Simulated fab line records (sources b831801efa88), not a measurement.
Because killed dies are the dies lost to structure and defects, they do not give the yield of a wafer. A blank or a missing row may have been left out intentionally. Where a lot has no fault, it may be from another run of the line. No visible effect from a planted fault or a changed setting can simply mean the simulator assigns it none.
fab line records + flow sky130
record:
- lots: 5
- wafers: 15
- last-day: 50
route steps=708 shown METAL5@664 PAD_OPEN@708
lots that met no fault: from a run of the same line without faults
start-h: start of the lot's first displayed wafer, in hours after the record's first day + wait-h: time in hours since the lot's previous step + " unchanged from the row above + L1.1+2: a row that stands for several wafers + - value missing, or start not given + * or withheld: withheld + < > ~ a bound
route shown NAME@n: a module of which the file shows steps, and the number in the route of the first + usual: mean/standard deviation of fault-free wafers + same: alike in all rows + chamber/n: place in a boat + sites: readings site by site + _std_site: how widely they spread, as a standard deviation + _edge_site: the outer-site mean with the inner-site mean subtracted + radius-mm: how far each site lies from the wafer's centre + mask NAME#n: copy n + behind: the last tool/chamber to shape the wafer + hold: why the lot was held/for how many hours/how that ended + device: which transistor (n, p or np) failed to switch + end of line: the route-end tests of the same wafers + a step given without rows: its recipe and nothing more + killed: dies lost to structure and defects at the first sort, not the wafer's yield + map: dies across one wafer; x = killed, . = not, _ = none there
set.NAME: the run value of the setting; set.NAME@STEP: its run value at that earlier step + model.NAME: the simulator's own value behind a step, which no gauge read
lots seen at some steps along the route; tables by step, rows by wafer
services: from which hour (start-h, from the record's first day; less than 0 if before it) a tool's chamber was out of use, for how many hours, and why
== steps ==
step: SKY_METAL5_SPUTTER_03
recipe:
- material: Ti
- target-thk-nm: 5
- power-w: 3000
- time-s: 3.3
- chamber-pressure-pa: 0.4
usual:
- throttle-valve-pct: 29.9/1.1
| lot.wafer | tool           | chamber | start-h | wait-h | throttle-valve-pct |
|-----------|----------------|---------|---------|--------|--------------------|
| L169.1    | pvd-sputter-04 | -       | 1027.93 | 0.0    | 30.3               |
| L169.4    | "              | -       | "       | "      | 28.4               |
| L169.5    | "              | -       | "       | "      | 28.7               |
| L171.1    | pvd-sputter-03 | -       | 1032.47 | 0.0    | 29.1               |
| L171.5    | "              | -       | "       | "      | 28.9               |
| L171.6    | "              | -       | "       | "      | 29.5               |
| L170.1    | pvd-sputter-01 | -       | 1037.78 | 0.0    | 30.0               |
| L170.4    | "              | -       | "       | "      | 27.8               |
| L170.6    | "              | -       | "       | "      | 28.3               |
| L182.2    | pvd-sputter-04 | -       | 1099.96 | 0.0    | 28.5               |
| L182.5    | "              | -       | "       | "      | 29.9               |
| L182.6    | "              | -       | "       | "      | 30.4               |
| L190.2    | pvd-sputter-04 | -       | 1143.84 | 0.0    | 30.5               |
| L190.4    | "              | -       | "       | "      | 30.1               |
| L190.6    | "              | -       | "       | "      | 30.3               |
step: SKY_METAL5_SPUTTER_04
recipe:
- material: TiN
- target-thk-nm: 70
- power-w: 6500
- time-s: 58.3
- chamber-pressure-pa: 0.4
usual:
- throttle-valve-pct: 29.8/1.1
| lot.wafer | tool           | chamber | start-h | wait-h | throttle-valve-pct |
|-----------|----------------|---------|---------|--------|--------------------|
| L169.1    | pvd-sputter-04 | -       | 1027.94 | 0.0    | 30.2               |
| L169.4    | "              | -       | "       | "      | 28.3               |
| L169.5    | "              | -       | "       | "      | 28.2               |
| L171.1    | pvd-sputter-03 | -       | 1032.49 | 0.0    | 29.2               |
| L171.5    | "              | -       | "       | "      | 28.8               |
| L171.6    | "              | -       | "       | "      | 29.5               |
| L170.1    | pvd-sputter-01 | -       | 1037.80 | 0.0    | 29.9               |
| L170.4    | "              | -       | "       | "      | 27.7               |
| L170.6    | "              | -       | "       | "      | 28.6               |
| L182.2    | pvd-sputter-04 | -       | 1099.98 | 0.0    | 28.5               |
| L182.5    | "              | -       | "       | "      | 30.4               |
| L182.6    | "              | -       | "       | "      | 30.3               |
| L190.2    | pvd-sputter-04 | -       | 1143.86 | 0.0    | 30.5               |
| L190.4    | "              | -       | "       | "      | 30.2               |
| L190.6    | "              | -       | "       | "      | 30.5               |
step: SKY_METAL5_RS_MEAS_05
recipe:
- thk-meas-gauge: four-point-probe
- reads: TiN_of_METAL5_SPUTTER_04+Ti_of_METAL5_SPUTTER_03+AlCu_of_METAL5_SPUTTER_02+TiN_of_METAL5_SPUTTER_01+Ti_of_METAL5_SPUTTER_00
usual:
- METAL5_ALCU_RS: 0.0270/0.0004
| lot.wafer | tool          | chamber | start-h | wait-h | METAL5_ALCU_RS[ohm/sq] |
|-----------|---------------|---------|---------|--------|------------------------|
| L169.1    | film-metro-02 | -       | 1027.99 | 0.0    | 0.0274                 |
| L169.4    | "             | -       | "       | "      | 0.0272                 |
| L169.5    | "             | -       | "       | "      | 0.0272                 |
| L171.1    | film-metro-02 | -       | 1032.54 | 0.0    | 0.0266                 |
| L171.5    | "             | -       | "       | "      | 0.0267                 |
| L171.6    | "             | -       | "       | "      | 0.0267                 |
| L170.1    | film-metro-01 | -       | 1037.85 | 0.0    | 0.0269                 |
| L170.4    | "             | -       | "       | "      | 0.0273                 |
| L170.6    | "             | -       | "       | "      | 0.0271                 |
| L182.2    | film-metro-02 | -       | 1100.05 | 0.0    | 0.0278                 |
| L182.5    | "             | -       | "       | "      | 0.0267                 |
| L182.6    | "             | -       | "       | "      | 0.0274                 |
| L190.2    | film-metro-03 | -       | 1143.93 | 0.0    | 0.0270                 |
| L190.4    | "             | -       | "       | "      | 0.0264                 |
| L190.6    | "             | -       | "       | "      | 0.0264                 |
step: SKY_METAL5_THK_MEAS_06
recipe:
- thk-meas-gauge: xrf
- reads: AlCu_of_METAL5_SPUTTER_02
usual:
- METAL5_ALCU_THK: 1148/19
| lot.wafer | tool          | chamber | start-h | wait-h | METAL5_ALCU_THK[nm] |
|-----------|---------------|---------|---------|--------|---------------------|
| L169.1    | film-metro-02 | -       | 1028.11 | 0.1    | 1138                |
| L169.4    | "             | -       | "       | "      | 1149                |
| L169.5    | "             | -       | "       | "      | 1144                |
| L171.1    | film-metro-02 | -       | 1032.66 | 0.1    | 1168                |
| L171.5    | "             | -       | "       | "      | 1167                |
| L171.6    | "             | -       | "       | "      | 1168                |
| L170.1    | film-metro-01 | -       | 1037.97 | 0.1    | 1165                |
| L170.4    | "             | -       | "       | "      | 1135                |
| L170.6    | "             | -       | "       | "      | 1153                |
| L182.2    | film-metro-02 | -       | 1100.16 | 0.1    | 1124                |
| L182.5    | "             | -       | "       | "      | 1160                |
| L182.6    | "             | -       | "       | "      | 1130                |
| L190.2    | film-metro-03 | -       | 1144.04 | 0.1    | 1149                |
| L190.4    | "             | -       | "       | "      | 1163                |
| L190.6    | "             | -       | "       | "      | 1160                |
step: SKY_METAL5_DEHYDRATE_07
recipe:
- temp-c: 200
- time-s: 60
step: SKY_METAL5_HMDS_08
recipe:
- prime-time-s: 60
- prime-temp-c: 120
step: SKY_METAL5_COAT_09
recipe:
- resist: NOVOLAK
- spin-rpm: 3000
- resist-thk-nm: 1800
step: SKY_METAL5_SOFTBAKE_10
recipe:
- temp-c: 90
- time-s: 60
- resist: NOVOLAK
step: SKY_METAL5_EXPOSE_11
recipe:
- mask-id: MM5
- na: 0.6
- source-shape: conventional
- sigma-outer: 0.6
- polarization: unpolarized
- target-cd-nm: 1600
- dose-mj: 190
step: SKY_METAL5_PEB_12
recipe:
- temp-c: withheld
- time-s: *
- resist: NOVOLAK
step: SKY_METAL5_DEVELOP_13
recipe:
- resist: NOVOLAK
- developer: TMAH
- develop-time-s: 60
- dev-temp-c: 23
step: SKY_METAL5_DESCUM_14
recipe:
- chemistry: O2
- source-power-w: 150
- bias-power-w: 0
- pressure-mtorr: 10
- temp-c: 40
- time-s: 11
usual:
- drypump-motor-current-A: 5.9/0.37
- oes-product-au: 0.998/0.0082
- temp-c: 40.01/0.11
| lot.wafer | tool         | chamber | start-h | wait-h | drypump-motor-current-A | oes-product-au | rf-hours-counter-h | temp-c |
|-----------|--------------|---------|---------|--------|-------------------------|----------------|--------------------|--------|
| L169.1    | rie-metal-04 | 1       | 1050.73 | 0.1    | 5.7                     | 1.002          | 15                 | 40.10  |
| L169.4    | "            | 1       | "       | "      | 5.7                     | 1.006          | -                  | 40.14  |
| L169.5    | "            | 1       | "       | "      | 5.7                     | 1.001          | -                  | 39.95  |
| L171.1    | rie-metal-04 | 1       | 1055.36 | 0.1    | 5.7                     | 1.004          | 15                 | 39.90  |
| L171.5    | "            | 1       | "       | "      | 5.8                     | 1.004          | -                  | 40.08  |
| L171.6    | "            | 0       | "       | "      | 6.5                     | 0.985          | -                  | 39.86  |
| L170.1    | rie-metal-04 | 1       | 1060.56 | 0.1    | 5.7                     | 1.010          | 16                 | 40.21  |
| L170.4    | "            | 1       | "       | "      | 5.7                     | 1.001          | -                  | 40.03  |
| L170.6    | "            | 0       | "       | "      | 6.4                     | 0.994          | -                  | 40.06  |
| L182.2    | rie-metal-02 | 0       | 1120.33 | 0.1    | 5.8                     | 0.989          | 23                 | 39.96  |
| L182.5    | "            | 0       | "       | "      | 5.8                     | 0.992          | -                  | 40.04  |
| L182.6    | "            | 1       | "       | "      | 5.8                     | 1.003          | -                  | 40.03  |
| L190.2    | rie-metal-04 | 0       | 1162.43 | 0.1    | 6.5                     | 0.984          | 18                 | 39.93  |
| L190.4    | "            | 1       | "       | "      | 5.7                     | 1.001          | -                  | 40.06  |
| L190.6    | "            | 0       | "       | "      | 6.5                     | 1.002          | -                  | 39.95  |
step: SKY_METAL5_METAL_ETCH_15
recipe:
- target-depth-a: 12600
- stop-on: SiO2
- over-etch-frac: 0.2
- time-s: 252
- chemistry: Cl2/BCl3
- resist-sidewall-deg: 86
- pressure-mtorr: 10
- icp-w: 900
- bias-w: 48.5
- Cl2_flow_sccm: 60
- bcl3-flow-sccm: 30
usual:
- bcl3-flow-sccm: 30.00/0.092
- drypump-motor-current-A: 5.9/0.37
- oes-product-au: 0.893/0.0057
- over-etch-frac: 0.2/0
- throttle-valve-pct: 22.263/0.009
| lot.wafer | tool         | chamber | start-h | wait-h | bcl3-flow-sccm | drypump-motor-current-A | oes-product-au | over-etch-frac | rf-hours-counter-h | throttle-valve-pct | model.NOVOLAK_of_METAL5_COAT_09.thk-nm | model.SiO2_of_VIA4_HDPCVD_00.thk-nm |
|-----------|--------------|---------|---------|--------|----------------|-------------------------|----------------|----------------|--------------------|--------------------|----------------------------------------|-------------------------------------|
| L169.1    | rie-metal-04 | 1       | 1050.76 | 0.0    | 29.93          | 5.7                     | 0.907          | 0.2            | 15                 | 22.270             | 1027                                   | 545.3                               |
| L169.4    | "            | 1       | "       | "      | 29.94          | 5.7                     | 0.903          | 0.2            | -                  | 22.247             | 1027                                   | 550.5                               |
| L169.5    | "            | 1       | "       | "      | 29.90          | 5.7                     | 0.889          | 0.2            | -                  | 22.274             | 1021                                   | 549.4                               |
| L171.1    | rie-metal-04 | 1       | 1055.39 | 0.0    | 29.95          | 5.7                     | 0.895          | 0.2            | 16                 | 22.275             | 1036                                   | 547.4                               |
| L171.5    | "            | 1       | "       | "      | 30.06          | 5.7                     | 0.903          | 0.2            | -                  | 22.263             | 1039                                   | 551.1                               |
| L171.6    | "            | 0       | "       | "      | 29.95          | 6.5                     | 0.890          | 0.2            | -                  | 22.270             | 1055                                   | 547.7                               |
| L170.1    | rie-metal-04 | 1       | 1060.59 | 0.0    | 30.12          | 5.7                     | 0.833          | 0.35963        | 16                 | 22.258             | 932.6                                  | 547.6                               |
| L170.4    | "            | 1       | "       | "      | 30.06          | 5.7                     | 0.897          | 0.2            | -                  | 22.256             | 1037                                   | 547.9                               |
| L170.6    | "            | 0       | "       | "      | 29.99          | 6.4                     | 0.833          | 0.35963        | -                  | 22.260             | 961.2                                  | 548.3                               |
| L182.2    | rie-metal-02 | 0       | 1120.36 | 0.0    | 29.95          | 5.7                     | 0.880          | 0.2            | 24                 | 22.272             | 1048                                   | 547.4                               |
| L182.5    | "            | 0       | "       | "      | 30.03          | 5.8                     | 0.900          | 0.2            | -                  | 22.261             | 1053                                   | 549                                 |
| L182.6    | "            | 1       | "       | "      | 30.03          | 5.8                     | 0.903          | 0.2            | -                  | 22.255             | 1040                                   | 551                                 |
| L190.2    | rie-metal-04 | 0       | 1162.46 | 0.0    | 30.09          | 6.5                     | 0.895          | 0.2            | 18                 | 22.261             | 1043                                   | 552.2                               |
| L190.4    | "            | 1       | "       | "      | 30.02          | 5.7                     | 0.886          | 0.2            | -                  | 22.271             | 1031                                   | 551.2                               |
| L190.6    | "            | 0       | "       | "      | 29.98          | 6.5                     | 0.881          | 0.2            | -                  | 22.257             | 1040                                   | 548                                 |
step: SKY_METAL5_STRIP_16
recipe:
- chemistry: O2/N2
- power-w: 1400
- pressure-mtorr: 1500
- platen-temp-c: withheld
- o2-flow-sccm: 3000
- n2-flow-sccm: 300
- overash-fraction: 0.5
usual:
- drypump-motor-current-A: 6.1/0.38
- oes-product-au: 0.710/0.0046
- strip-time-to-endpoint-s: 13.08/0.12
| lot.wafer | tool            | chamber | start-h | wait-h | drypump-motor-current-A | oes-product-au | rf-hours-counter-h | strip-time-to-endpoint-s |
|-----------|-----------------|---------|---------|--------|-------------------------|----------------|--------------------|--------------------------|
| L169.1    | plasma-asher-03 | 0       | 1051.00 | 0.2    | 6.3                     | 0.716          | 120                | 12.98                    |
| L169.4    | "               | 0       | "       | "      | 6.3                     | 0.715          | -                  | 12.97                    |
| L169.5    | "               | 0       | "       | "      | 6.3                     | 0.709          | -                  | 12.92                    |
| L171.1    | plasma-asher-02 | 0       | 1055.63 | 0.2    | 5.7                     | 0.718          | 67                 | 13.09                    |
| L171.5    | "               | 1       | "       | "      | 6.1                     | 0.700          | -                  | 13.12                    |
| L171.6    | "               | 0       | "       | "      | 5.7                     | 0.711          | -                  | 13.30                    |
| L170.1    | plasma-asher-02 | 0       | 1060.83 | 0.2    | 5.7                     | 0.706          | 68                 | 11.95                    |
| L170.4    | "               | 0       | "       | "      | 5.7                     | 0.714          | -                  | 13.10                    |
| L170.6    | "               | 1       | "       | "      | 6.1                     | 0.716          | -                  | 12.29                    |
| L182.2    | plasma-asher-03 | 1       | 1120.60 | 0.2    | 6.4                     | 0.721          | 5                  | 13.22                    |
| L182.5    | "               | 0       | "       | "      | 6.3                     | 0.709          | -                  | 13.25                    |
| L182.6    | "               | 1       | "       | "      | 6.5                     | 0.707          | -                  | 13.13                    |
| L190.2    | plasma-asher-04 | 0       | 1162.70 | 0.2    | 6.3                     | 0.712          | 36                 | 13.18                    |
| L190.4    | "               | 1       | "       | "      | 5.2                     | 0.710          | -                  | 13.03                    |
| L190.6    | "               | 1       | "       | "      | 5.2                     | 0.708          | -                  | 13.13                    |
step: SKY_METAL5_STRIP_17
recipe:
- chemistry: post-etch-residue-remover
- time-s: 1200
- temp-c: 72.5
step: SKY_PAD_OPEN_PROBE_99
usual:
- defect-limited-yield: 82.4/2
- killed_at_M0_to_M3: 43/6.7
- killed_at_M4_up: 3.2/2.1
- killed-at-contacts: 25/5.9
- killed-at-front-end: 16/4.7
- killed-at-other: 0.3/0.54
- killed-dies: 87/9.8
- killed-open: 47/6.7
- killed-short: 40/6.5
- sort_bin_3_pad_short: 0.9/0.45
- sort_bin_5_function: 10.5/1.5
- sort_bin_6_memory: 6.2/1.2
- sort-n-pass: 405/9.8
- sort-yield-pct: 82.4/2
same:
- gross-dies: 492
- killed-at-back-side: 0
- sort_bin_4_leakage[%]: 0
- sort_bin_8_speed[%]: 0
| lot.wafer | tool      | chamber | start-h | wait-h | defect-limited-yield[%] | killed_at_M0_to_M3 | killed_at_M4_up | killed-at-contacts | killed-at-front-end | killed-at-other | killed-dies | killed-open | killed-short | sort_bin_3_pad_short[%] | sort_bin_5_function[%] | sort_bin_6_memory[%] | sort-n-pass | sort-yield-pct[%] |
|-----------|-----------|---------|---------|--------|-------------------------|--------------------|-----------------|--------------------|---------------------|-----------------|-------------|-------------|--------------|-------------------------|------------------------|----------------------|-------------|-------------------|
| L170.1    | prober-01 | -       | 1106.25 | 0.1    | 79.5                    | 57                 | 2               | 19                 | 23                  | 0               | 101         | 53          | 48           | 0.8                     | 11.2                   | 8.5                  | 391         | 79.5              |
| L170.4    | prober-01 | -       | 1106.40 | 0.2    | 81.3                    | 38                 | 2               | 25                 | 26                  | 1               | 92          | 41          | 51           | 2.2                     | 10.6                   | 5.9                  | 400         | 81.3              |
| L170.6    | prober-01 | -       | 1106.50 | 0.2    | 82.1                    | 40                 | 6               | 23                 | 19                  | 0               | 88          | 44          | 44           | 1.2                     | 7.7                    | 8.9                  | 404         | 82.1              |
| L182.2    | prober-02 | -       | 1161.45 | 0.1    | 79.9                    | 55                 | 6               | 22                 | 16                  | 0               | 99          | 55          | 44           | 1.4                     | 12.0                   | 6.7                  | 393         | 79.9              |
| L182.5    | prober-02 | -       | 1161.60 | 0.2    | 80.9                    | 52                 | 5               | 23                 | 14                  | 0               | 94          | 50          | 44           | 1.0                     | 12.4                   | 5.7                  | 398         | 80.9              |
| L182.6    | prober-02 | -       | 1161.65 | 0.2    | 81.7                    | 57                 | 3               | 23                 | 7                   | 0               | 90          | 51          | 39           | 0.2                     | 12.4                   | 5.7                  | 402         | 81.7              |
killed by level:class
L170.1 VIA1:geometric-particle:open=18 METAL2:geometric-particle:short=10 FIELD_ISO:geometric-particle:open=9 VIA1:geometric-particle:short=6 LOCAL_INTERCONNECT:geometric-particle:short=5 FIELD_ISO:geometric-particle:short=4 LI_CONTACT:geometric-particle:open=4 CONTACT:geometric-particle:short=4
L170.4 VIA1:geometric-particle:open=9 VIA1:geometric-particle:short=9 POLY_GATE:geometric-particle:open=7 SPACER:geometric-particle:short=7 LI_CONTACT:geometric-particle:short=6 CONTACT:geometric-particle:open=6 FIELD_ISO:geometric-particle:short=5 CONTACT:geometric-particle:short=5
L170.6 LI_CONTACT:geometric-particle:open=9 VIA1:geometric-particle:open=8 FIELD_ISO:geometric-particle:short=7 VIA2:geometric-particle:open=6 VIA1:geometric-particle:short=6 FIELD_ISO:geometric-particle:open=5 CONTACT:geometric-particle:open=5 METAL1:geometric-particle:short=5
L182.2 CONTACT:geometric-particle:open=13 VIA3:geometric-particle:open=10 VIA1:geometric-particle:open=9 VIA2:geometric-particle:open=9 METAL1:geometric-particle:short=8 METAL2:geometric-particle:short=5 FIELD_ISO:geometric-particle:short=4 POLY_CUT:geometric-particle:open=4
L182.5 VIA1:geometric-particle:open=16 CONTACT:geometric-particle:open=12 METAL1:geometric-particle:short=8 METAL2:geometric-particle:short=6 VIA3:geometric-particle:open=6 POLY_GATE:geometric-particle:short=5 VIA2:geometric-particle:open=5 LI_CONTACT:geometric-particle:open=4
L182.6 VIA1:geometric-particle:open=17 CONTACT:geometric-particle:open=9 METAL1:geometric-particle:short=8 LOCAL_INTERCONNECT:geometric-particle:short=7 VIA2:geometric-particle:open=7 LI_CONTACT:geometric-particle:open=6 VIA1:geometric-particle:short=5 METAL2:geometric-particle:short=5
== services ==
| tool            | chamber | start-h | hours | kind       |
|-----------------|---------|---------|-------|------------|
| pvd-sputter-03  | -       | 1019.12 | 0.8   | repair     |
| rie-metal-04    | -       | 1040.55 | 1.4   | pm         |
| plasma-asher-03 | -       | 1055.25 | 9.0   | pm         |
| plasma-asher-03 | 0       | 1055.25 | 9.0   | vent-cycle |
| plasma-asher-03 | 1       | 1055.25 | 9.0   | vent-cycle |
| rie-metal-04    | -       | 1056.39 | 3.9   | repair     |
| pvd-sputter-01  | -       | 1058.37 | 2.1   | repair     |
| plasma-asher-03 | 0       | 1064.25 | -     | clean      |
| plasma-asher-03 | 1       | 1064.25 | -     | clean      |
| plasma-asher-04 | -       | 1082.61 | 2.8   | pm         |
| plasma-asher-02 | -       | 1102.77 | 4.1   | repair     |
| pvd-sputter-03  | -       | 1110.52 | 2.7   | repair     |
| plasma-asher-02 | -       | 1110.62 | 1.0   | repair     |
| plasma-asher-04 | -       | 1120.33 | 13.0  | repair     |
| rie-metal-04    | -       | 1143.88 | 0.8   | repair     |
| rie-metal-04    | -       | 1147.74 | 0.8   | repair     |
| pvd-sputter-03  | -       | 1150.28 | 1.6   | repair     |
== key ==
first-sign:
- step: SKY_METAL5_METAL_ETCH_15
- reading: over-etch-frac
- direction: up
- sigmas: 99+
- usual: 0.2
- struck: 0.35963
effect:
- step: SKY_METAL5_METAL_ETCH_15
- reading: oes-product-au
- direction: down
- sigmas: 11
- usual: 0.893
- struck: 0.833
effect:
- step: SKY_METAL5_STRIP_16
- reading: strip-time-to-endpoint-s
- direction: down
- sigmas: 7.7
- usual: *
- struck: *
model-effect:
- step: SKY_METAL5_METAL_ETCH_15
- value: NOVOLAK_of_METAL5_COAT_09.thk-nm
- without: 1046
- struck: 946.9
met-at SKY_METAL5_METAL_ETCH_15
struck-wafers L170.1,L170.6
onset-between 1055.39 1060.59
fault:
- kind: process-parameter-drift
- tool: rie-metal-04
- chamber: -
- onset-h: 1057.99
- steps: SKY_METAL5_METAL_ETCH_15
- channel: over-etch-frac
- offset: 0.15963
- shape: step
- end-h: 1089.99
- scope: struck-wafers-only
- acts-in: these-recipes-only
- stated: 0.2
